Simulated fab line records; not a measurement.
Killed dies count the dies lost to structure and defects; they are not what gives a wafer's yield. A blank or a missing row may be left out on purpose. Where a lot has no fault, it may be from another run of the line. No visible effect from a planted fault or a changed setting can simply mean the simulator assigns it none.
Chamber matching -- flow sky130 -- rieSi-01 running SKY_POLY_GATE_ETCH_17: 4 sister chambers
The step etches poly-Si in HBr/Cl2, stops on SiO2, target depth 180 nm, time 70.5 s. 8 wafers are shown with their chamber, then 8 later ones without.

== WAFERS WITH THEIR CHAMBER ==
wafer,chamber,throttleValvePct (%),chamberPressureMTorr (mTorr)
L997.2,2,33.684,9.997
L996.4,2,33.691,9.984
L996.6,0,33.695,10.002
L106.3,3,33.686,10.020
L106.4,1,33.686,9.991
L108.2,1,33.682,10.002
L108.5,3,33.682,9.999
L108.6,0,33.679,9.985

== WAFERS MISSING THEIR CHAMBER ==
wafer,throttleValvePct (%),chamberPressureMTorr (mTorr)
L107.3,33.693,9.998
L107.5,33.678,9.996
L111.2,33.687,10.009
L111.4,33.682,10.004
L111.5,33.695,10.009
L112.3,33.691,10.007
L112.5,33.683,9.997
L112.6,33.684,10.009

== WHICH CHAMBER EACH ONE RAN IN ==
wafer,from the rows above,in truth
L107.3,can't be placed: 0 or 2 or 1 or 3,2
L107.5,can't be placed: 1 or 0 or 3 or 2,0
L111.2,can't be placed: 3 or 1 or 0 or 2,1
L111.4,can't be placed: 3 or 1 or 0 or 2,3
L111.5,can't be placed: 3 or 0 or 2 or 1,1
L112.3,can't be placed: 3 or 0 or 1 or 2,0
L112.5,can't be placed: 1 or 0 or 2 or 3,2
L112.6,can't be placed: 3 or 1 or 0 or 2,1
Correctly placed: 0 of 8. Unplaceable from these rows: 8, with the true chamber sitting among the candidates in 8. Wrongly placed: 0.
How it was worked out, from the rows above alone: a wafer's distance from a chamber is the root of the sum, over the readings, of the square of ((its reading less the chamber's mean) divided by the reading's scatter). The wafer belongs to the nearest chamber; if the next one is less than 2 further off, it can't be placed. Each chamber's mean is taken over the wafers shown for it. How the scatter is found: for the shown wafers, subtract from each reading the mean of its chamber, square and add these, divide the total by (wafers less chambers), then take the root.
